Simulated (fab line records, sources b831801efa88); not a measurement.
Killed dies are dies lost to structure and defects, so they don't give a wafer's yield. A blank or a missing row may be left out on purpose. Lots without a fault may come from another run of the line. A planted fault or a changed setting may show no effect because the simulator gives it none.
fab line records | flow sky130
record lots=12 wafers=36 last_day=51
route steps=708 shown VIA2@507 METAL5@662 PASSIVATION@681 PAD_OPEN@708
lots that met no fault: from a run of the same line without faults
start_h: hours from the record's first day to the start of the lot's first wafer shown | wait_h: hours since the lot's step before | " the same as in the row above | L1.1+2: a row that stands for several wafers | - no value, or no start given | * or withheld: withheld | < > ~ a bound
route shown NAME@n: a module of which the file shows steps, and the number in the route of the first | usual: mean/standard deviation of fault-free wafers | same: alike in all rows | chamber/n: place in a boat | sites: the reading at each site | _std_site: their standard deviation | _edge_site: outer sites' mean less inner sites' | radius_mm: how far each site lies from the wafer's centre | mask NAME#n: copy n | behind: the tool/chamber that last shaped the wafer | hold: why the lot was held/for how many hours/how that ended | device: the transistor (n, p or np) that didn't switch | end of line: the same wafers' tests at the end of the route | a step without rows: its recipe alone | killed: dies lost to structure and defects at the first sort, not the wafer's yield | map: a wafer's dies, x killed, . not, _ none there
set.NAME: the setting as run; set.NAME@STEP: as run at that earlier step | model.NAME: the simulator's own value behind a step, which no gauge read
steps of the route over a sample of lots; a table a step, a row a wafer
services: from which hour (start_h, from the record's first day; less than 0 if before it) a tool's chamber was out of use, for how many hours, and why
## steps
# step SKY_VIA2_HDPCVD_00
# recipe material=SiO2 target_thk_nm=1180 sigma_open_frac=0.3 time_s=196.7 temp_c=400 sih4_flow_sccm=60 pressure_mtorr=6
# columns lot.wafer tool chamber start_h wait_h
L227.2+3+4 hdpcvd-01 1,2,2 841.99 0.0
L228.3+5+6 hdpcvd-02 2,0,1 849.64 0.0
L229.3+4+5 hdpcvd-01 1,2,1 859.69 0.0
L234.1+3+6 hdpcvd-01 1,0,1 897.84 0.0
L235.3+4+6 hdpcvd-01 2,0,1 906.09 0.0
L238.1+4+6 hdpcvd-01 0,0,1 927.97 0.0
L239.1+2+5 hdpcvd-01 2,0,2 930.55 0.0
L240.2+4+5 hdpcvd-02 1,2,2 943.02 0.0
L242.2+3+6 hdpcvd-02 0,1,2 952.90 0.0
L243.1+4+5 hdpcvd-02 1,1,0 954.14 0.0
L245.3+5+6 hdpcvd-02 0,0,1 978.68 0.0
L250.2+4+6 hdpcvd-02 2,2,1 1007.36 0.0
# step SKY_METAL5_SPUTTER_01
# recipe material=TiN target_thk_nm=20 power_w=6500 time_s=16.7 chamber_pressure_pa=0.4
# usual throttle_valve_pct=29.7/1.4
# columns lot.wafer tool chamber start_h wait_h throttle_valve_pct
L227.2 pvd_sputter-03 - 1029.14 0.0 27.3
L227.3 " - " " 28.4
L227.4 " - " " 31.1
L228.3 pvd_sputter-03 - 1035.93 0.0 28.7
L228.5 " - " " 28.6
L228.6 " - " " 27.4
L229.3 pvd_sputter-02 - 1042.33 0.0 28.7
L229.4 " - " " 31.8
L229.5 " - " " 29.5
L234.1 pvd_sputter-03 - 1074.84 0.0 29.7
L234.3 " - " " 27.4
L234.6 " - " " 29.7
L235.3 pvd_sputter-02 - 1083.48 0.0 29.4
L235.4 " - " " 31.4
L235.6 " - " " 28.5
L238.1 pvd_sputter-02 - 1101.42 0.0 31.2
L238.4 " - " " 29.2
L238.6 " - " " 29.2
L239.1 pvd_sputter-01 - 1103.61 0.0 30.5
L239.2 " - " " 31.4
L239.5 " - " " 28.9
L240.2 pvd_sputter-01 - 1113.03 0.0 28.9
L240.4 " - " " 29.3
L240.5 " - " " 28.6
L242.2 pvd_sputter-02 - 1121.33 0.0 31.8
L242.3 " - " " 31.3
L242.6 " - " " 28.6
L243.1 pvd_sputter-03 - 1123.38 0.0 28.7
L243.4 " - " " 31.0
L243.5 " - " " 27.3
L245.3 pvd_sputter-02 - 1141.51 0.0 31.0
L245.5 " - " " 29.5
L245.6 " - " " 31.6
L250.2 pvd_sputter-01 - 1166.66 0.0 31.2
L250.4 " - " " 29.1
L250.6 " - " " 28.8
# step SKY_PASSIVATION_CVD_00
# recipe material=SiO2 target_thk_nm=90 temp_c=400 time_s=withheld rf_w=600
# usual heater_power_w=672/82
# columns lot.wafer tool chamber start_h wait_h heater_power_w
L227.2 pecvd-02 2 1053.41 0.0 837
L227.3 " 0 " " 673
L227.4 " 0 " " 674
L228.3 pecvd-04 2 1059.75 0.0 712
L228.5 " 2 " " 709
L228.6 " 0 " " 523
L229.3 pecvd-02 1 1066.22 0.0 769
L229.4 " 2 " " 799
L229.5 " 0 " " 593
L234.1 pecvd-04 2 1097.67 0.0 635
L234.3 " 0 " " 572
L234.6 " 0 " " 569
L235.3 pecvd-01 2 1106.20 0.0 615
L235.4 " 0 " " 753
L235.6 " 2 " " 600
L238.1 pecvd-02 2 1122.55 0.0 728
L238.4 " 0 " " 632
L238.6 " 1 " " 773
L239.1 pecvd-04 1 1125.26 0.0 631
L239.2 " 0 " " 542
L239.5 " 2 " " 658
L240.2 pecvd-02 0 1134.83 0.0 717
L240.4 " 2 " " 795
L240.5 " 1 " " 762
L242.2 pecvd-02 0 1141.25 0.0 686
L242.3 " 2 " " 787
L242.6 " 0 " " 687
L243.1 pecvd-04 0 1144.20 0.0 615
L243.4 " 2 " " 649
L243.5 " 1 " " 535
L245.3 pecvd-02 2 1161.58 0.0 751
L245.5 " 2 " " 790
L245.6 " 0 " " 651
L250.2 pecvd-02 0 1184.82 0.0 608
L250.4 " 0 " " 601
L250.6 " 2 " " 735
# step SKY_PASSIVATION_STRIP_12
# recipe chemistry=O2/N2 power_w=1400 pressure_mtorr=1500 platen_temp_c=withheld overash_fraction=0.7 o2_flow_sccm=3000 n2_flow_sccm=300
# usual drypump_motor_current_A=5.70/0.28 oes_product_au=0.660/0.0044 strip_time_to_endpoint_s=31.57/0.14
# columns lot.wafer tool chamber start_h wait_h drypump_motor_current_A oes_product_au rf_hours_counter_h strip_time_to_endpoint_s
L227.2 plasma_asher-03 1 1074.78 0.1 5.60 0.657 93 31.60
L227.3 " 1 " " 5.60 0.656 - 31.79
L227.4 " 0 " " 5.32 0.660 - 31.87
L228.3 plasma_asher-01 1 1081.80 0.1 5.78 0.660 - 31.62
L228.5 " 1 " " 5.81 0.657 - 31.59
L228.6 " 0 " " 5.99 0.673 - 31.61
L229.3 plasma_asher-01 1 1088.10 0.1 5.79 0.669 - 31.73
L229.4 " 0 " " 5.97 0.659 - 31.50
L229.5 " 0 " " 5.97 0.660 - 31.66
L234.1 plasma_asher-01 0 1118.75 0.1 6.00 0.661 38 31.49
L234.3 " 1 " " 5.79 0.662 - 31.54
L234.6 " 0 " " 5.97 0.669 - 31.50
L235.3 plasma_asher-01 1 1127.50 0.1 5.78 0.661 - 31.59
L235.4 " 0 " " 5.99 0.657 - 31.54
L235.6 " 1 " " 5.79 0.652 - 31.48
L238.1 plasma_asher-01 1 1142.80 0.1 5.81 0.663 41 31.51
L238.4 " 0 " " 5.99 0.664 - 31.53
L238.6 " 1 " " 5.80 0.669 - 31.57
L239.1 plasma_asher-04 0 1145.40 0.1 5.16 0.662 72 31.46
L239.2 " 1 " " 5.83 0.653 72 31.41
L239.5 " 0 " " 5.18 0.653 - 31.32
L240.2 plasma_asher-03 0 1154.38 0.1 5.34 0.660 93 31.36
L240.4 " 1 " " 5.60 0.663 - 31.33
L240.5 " 0 " " 5.33 0.660 - 31.34
L242.2 plasma_asher-03 1 1160.20 0.1 5.59 0.656 94 31.68
L242.3 " 1 " " 5.61 0.672 - 31.63
L242.6 " 1 " " 5.60 0.664 - 31.67
L243.1 plasma_asher-03 1 1163.30 0.1 5.60 0.656 94 31.60
L243.4 " 0 " " 5.33 0.654 - 31.64
L243.5 " 0 " " 5.31 0.670 - 31.61
L245.3 plasma_asher-01 0 1179.58 0.1 6.00 0.662 - 31.36
L245.5 " 0 " " 5.99 0.665 - 31.45
L245.6 " 1 " " 5.81 0.662 - 31.50
L250.2 plasma_asher-04 0 1200.35 0.1 5.14 0.660 78 31.41
L250.4 " 1 " " 5.87 0.661 - 31.38
L250.6 " 0 " " 5.15 0.662 - 31.40
# step SKY_PAD_OPEN_PROBE_99
# usual defect_limited_yield=82.7/1.9 killed_at_M0_to_M3=43/7.3 killed_at_M4_up=3.2/1.9 killed_at_contacts=24/5.5 killed_at_front_end=15/4.7 killed_at_other=0.5/0.75 killed_dies=85/9.5 killed_open=46/7 killed_short=38/7.4 sort_bin_3_pad_short=0.9/0.43 sort_bin_5_function=10.1/1.4 sort_bin_6_memory=6.3/1 sort_bin_8_speed=0.2/0.37 sort_n_pass=406/9.4 sort_yield_pct=82.5/1.9
# same gross_dies=492 killed_at_back_side=0 sort_bin_4_leakage[%]=0
# columns lot.wafer tool chamber start_h wait_h defect_limited_yield[%] killed_at_M0_to_M3 killed_at_M4_up killed_at_contacts killed_at_front_end killed_at_other killed_dies killed_open killed_short sort_bin_3_pad_short[%] sort_bin_5_function[%] sort_bin_6_memory[%] sort_bin_8_speed[%] sort_n_pass sort_yield_pct[%]
L234.1 prober-02 - 1140.98 0.1 86.4 39 4 17 7 0 67 36 31 0.6 7.9 5.1 0 425 86.4
L234.3 prober-02 - 1141.08 0.2 83.5 42 3 22 14 0 81 46 35 0.2 9.8 6.5 0 411 83.5
L234.6 prober-02 - 1141.23 0.2 87.0 35 1 15 13 0 64 42 22 1.0 7.7 4.3 0 428 87.0
L238.1 prober-02 - 1163.84 0.1 77.2 66 3 32 11 0 112 46 39 1.2 14.2 7.3 0.6 377 76.6
L238.4 prober-02 - 1163.99 0.2 75.8 72 2 34 10 1 119 50 38 1.8 14.4 7.9 0.6 370 75.2
L238.6 prober-02 - 1164.09 0.2 80.9 50 5 24 14 1 94 55 38 0.6 13.0 5.5 0 398 80.9
L239.1 prober-01 - 1166.74 0.1 85.6 40 5 12 14 0 71 38 33 0.6 8.9 4.9 0 421 85.6
L239.2 prober-01 - 1166.79 0.1 78.0 63 3 32 10 0 108 41 35 2.2 13.4 6.3 0 384 78.0
L239.5 prober-01 - 1166.94 0.2 82.3 48 7 21 10 1 87 59 27 0.2 10.8 6.7 0 405 82.3
L245.3 prober-02 - 1198.98 0.2 83.1 47 2 25 9 0 83 43 40 1.2 9.1 6.5 0.2 408 82.9
L245.5 prober-02 - 1199.08 0.2 81.9 41 1 30 15 2 89 48 40 0.6 10.8 6.7 0.2 402 81.7
L245.6 prober-02 - 1199.13 0.2 81.5 43 4 32 12 0 91 54 37 0.2 11.4 6.9 0.6 398 80.9
# killed by level:class
L234.1 VIA1:geometric_particle:open=9 METAL2:geometric_particle:short=8 CONTACT:geometric_particle:open=7 LI_CONTACT:geometric_particle:open=5 VIA3:geometric_particle:open=5 VIA2:geometric_particle:open=4 POLY_GATE:geometric_particle:short=3 LOCAL_INTERCONNECT:geometric_particle:short=3
L234.3 VIA1:geometric_particle:open=10 CONTACT:geometric_particle:open=9 VIA3:geometric_particle:open=7 FIELD_ISO:geometric_particle:open=6 METAL1:geometric_particle:short=6 LI_CONTACT:geometric_particle:open=5 LOCAL_INTERCONNECT:geometric_particle:short=5 METAL2:geometric_particle:short=5
L234.6 VIA1:geometric_particle:open=11 VIA3:geometric_particle:open=9 FIELD_ISO:geometric_particle:short=5 CONTACT:geometric_particle:open=5 VIA2:geometric_particle:open=5 LI_CONTACT:geometric_particle:open=5 METAL1:geometric_particle:short=4 FIELD_ISO:geometric_particle:open=3
L238.1 VIA2:unspecified=27 CONTACT:geometric_particle:open=12 VIA2:geometric_particle:open=7 VIA1:geometric_particle:open=7 LI_CONTACT:geometric_particle:open=6 METAL1:geometric_particle:short=6 METAL3:geometric_particle:short=5 LOCAL_INTERCONNECT:geometric_particle:short=4
L238.4 VIA2:unspecified=31 CONTACT:geometric_particle:open=14 VIA1:geometric_particle:open=7 METAL1:geometric_particle:short=7 VIA3:geometric_particle:open=7 LI_CONTACT:geometric_particle:open=6 CONTACT:geometric_particle:short=6 METAL2:geometric_particle:short=5
L238.6 CONTACT:geometric_particle:open=12 VIA1:geometric_particle:open=12 VIA2:geometric_particle:open=7 VIA3:geometric_particle:open=7 METAL1:geometric_particle:short=6 LOCAL_INTERCONNECT:geometric_particle:short=5 VIA1:geometric_particle:short=5 LI_CONTACT:geometric_particle:open=4
L239.1 VIA1:geometric_particle:open=12 CONTACT:geometric_particle:open=6 VIA2:geometric_particle:open=6 POLY_CUT:geometric_particle:short=5 LOCAL_INTERCONNECT:geometric_particle:short=4 VIA1:geometric_particle:short=4 FIELD_ISO:geometric_particle:open=3 POLY_GATE:geometric_particle:short=3
L239.2 VIA2:unspecified=32 CONTACT:geometric_particle:open=10 LI_CONTACT:geometric_particle:open=8 CONTACT:geometric_particle:short=6 VIA2:geometric_particle:open=6 VIA1:geometric_particle:open=5 VIA3:geometric_particle:open=5 FIELD_ISO:geometric_particle:open=4
L239.5 VIA1:geometric_particle:open=15 VIA3:geometric_particle:open=11 LI_CONTACT:geometric_particle:open=8 CONTACT:geometric_particle:open=8 VIA2:geometric_particle:open=7 METAL4:geometric_particle:short=6 FIELD_ISO:geometric_particle:short=4 FIELD_ISO:geometric_particle:open=4
L245.3 CONTACT:geometric_particle:open=10 VIA1:geometric_particle:open=9 VIA2:geometric_particle:open=9 CONTACT:geometric_particle:short=8 METAL1:geometric_particle:short=6 VIA1:geometric_particle:short=6 METAL2:geometric_particle:short=5 FIELD_ISO:geometric_particle:open=3
L245.5 CONTACT:geometric_particle:open=14 VIA1:geometric_particle:open=10 LOCAL_INTERCONNECT:geometric_particle:short=7 METAL3:geometric_particle:short=6 LI_CONTACT:geometric_particle:open=5 METAL2:geometric_particle:short=5 VIA2:geometric_particle:open=5 FIELD_ISO:geometric_particle:open=4
L245.6 VIA2:geometric_particle:open=11 CONTACT:geometric_particle:open=10 VIA1:geometric_particle:open=10 LI_CONTACT:geometric_particle:open=9 LOCAL_INTERCONNECT:geometric_particle:short=6 VIA3:geometric_particle:open=5 FIELD_ISO:geometric_particle:short=4 POLY_GATE:geometric_particle:open=4
## services
# columns tool chamber start_h hours kind
pecvd-02 - 855.68 6.0 pm
pecvd-02 - 871.61 2.3 repair
pvd_sputter-02 - 900.67 3.4 repair
pvd_sputter-02 - 920.23 5.1 repair
hdpcvd-02 - 921.70 2.8 pm
pecvd-02 2 938.58 10.5 repair
plasma_asher-03 - 939.31 2.8 pm
pecvd-02 - 939.49 2.8 pm
pecvd-04 1 942.16 16.8 repair
hdpcvd-02 0 942.88 4.7 repair
hdpcvd-01 - 950.25 15.0 pm
plasma_asher-01 - 982.63 1.5 repair
hdpcvd-02 1 990.12 5.0 repair
pecvd-02 2 998.70 17.4 repair
pecvd-02 - 1004.69 5.5 pm
pvd_sputter-03 - 1009.19 7.6 repair
pecvd-04 - 1016.47 2.4 repair
hdpcvd-01 1 1026.01 23.3 repair
hdpcvd-01 - 1040.08 0.3 repair
hdpcvd-01 - 1064.47 0.9 repair
hdpcvd-01 2 1068.46 14.3 repair
plasma_asher-01 - 1070.97 6.3 repair
pecvd-02 - 1105.72 3.4 repair
pvd_sputter-02 - 1197.18 3.7 repair
## key
first_sign step=SKY_PAD_OPEN_PROBE_99 reading=killed_at_M0_to_M3 direction=up sigmas=3.4 usual=43 struck=67
effect step=SKY_PAD_OPEN_PROBE_99 reading=sort_n_pass direction=down sigmas=3.1 usual=406 struck=377
met_at SKY_VIA2_HDPCVD_00
struck_lots L238,L239
struck_wafers L238.1,L238.4,L239.2
not_acting_at SKY_METAL5_SPUTTER_01,SKY_PASSIVATION_CVD_00,SKY_PASSIVATION_STRIP_12
onset_between 906.09 927.97
fault kind=chamber_particle_source tool=hdpcvd-01 chamber=0 onset_h=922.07 steps=SKY_VIA2_HDPCVD_00 rate_per_visit_cm2=1.0833 end_h=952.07
